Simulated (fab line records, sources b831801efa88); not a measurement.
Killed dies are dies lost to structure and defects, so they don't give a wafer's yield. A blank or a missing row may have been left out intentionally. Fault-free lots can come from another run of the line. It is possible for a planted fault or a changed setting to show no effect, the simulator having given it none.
The same fault as seen by 2 desks + flow sky130 + each desk has only its own numbers; what lay behind them comes last

## THE TOOL OWNER'S DESK: pvd sputter-03
The tool's own readings at SKY_METAL1_SPUTTER_00 (material Ti, target thk 15 nm, time 10 s): means of the sampled wafers that have a number, for each lot that ran on this tool. A lot is out of limits, marked OUT, if its mean lies more than 4 standard deviations from the usual mean; the brackets give that distance.
Columns: A = throttle valve pct at SKY_METAL1_SPUTTER_00, usual 29.8 %
| lot  | first seen here | A    |
|------|-----------------|------|
| L256 | day 34 01:39    | 30.5 |
| L265 | day 37 06:50    | 30.5 |
| L268 | day 38 03:22    | 31.0 |
Finding of this desk: none of the 3 lots has anything out of limits.

## METROLOGY DESK
What the gauges read, lot by lot, whatever tool the lot ran on: means of the sampled wafers that have a number. A lot is out of limits, marked OUT, if its mean lies more than 4 standard deviations from the usual mean; the brackets give that distance.
Columns: A = CONTACT_W_RS at SKY_CONTACT_RS_MEAS_25, usual 0.337 ohm/sq; B = CONTACT_W_THK at SKY_CONTACT_THK_MEAS_26, usual 338 nm
| lot  | first seen here | A     | B   |
|------|-----------------|-------|-----|
| L256 | day 34 01:11    | 0.345 | 332 |
| L258 | day 35 01:43    | 0.336 | 339 |
| L264 | day 37 04:28    | 0.338 | 339 |
| L265 | day 37 06:22    | 0.333 | 344 |
| L268 | day 38 02:53    | 0.338 | 333 |
| L269 | day 39 02:53    | 0.331 | 344 |
Finding of this desk: none of the 6 lots has anything out of limits.

## ALL TOGETHER
The desk of the tool owner found nothing out of limits.
Metrology desk: nothing out of limits seen.

## WHAT THE SIMULATOR HAD INSERTED
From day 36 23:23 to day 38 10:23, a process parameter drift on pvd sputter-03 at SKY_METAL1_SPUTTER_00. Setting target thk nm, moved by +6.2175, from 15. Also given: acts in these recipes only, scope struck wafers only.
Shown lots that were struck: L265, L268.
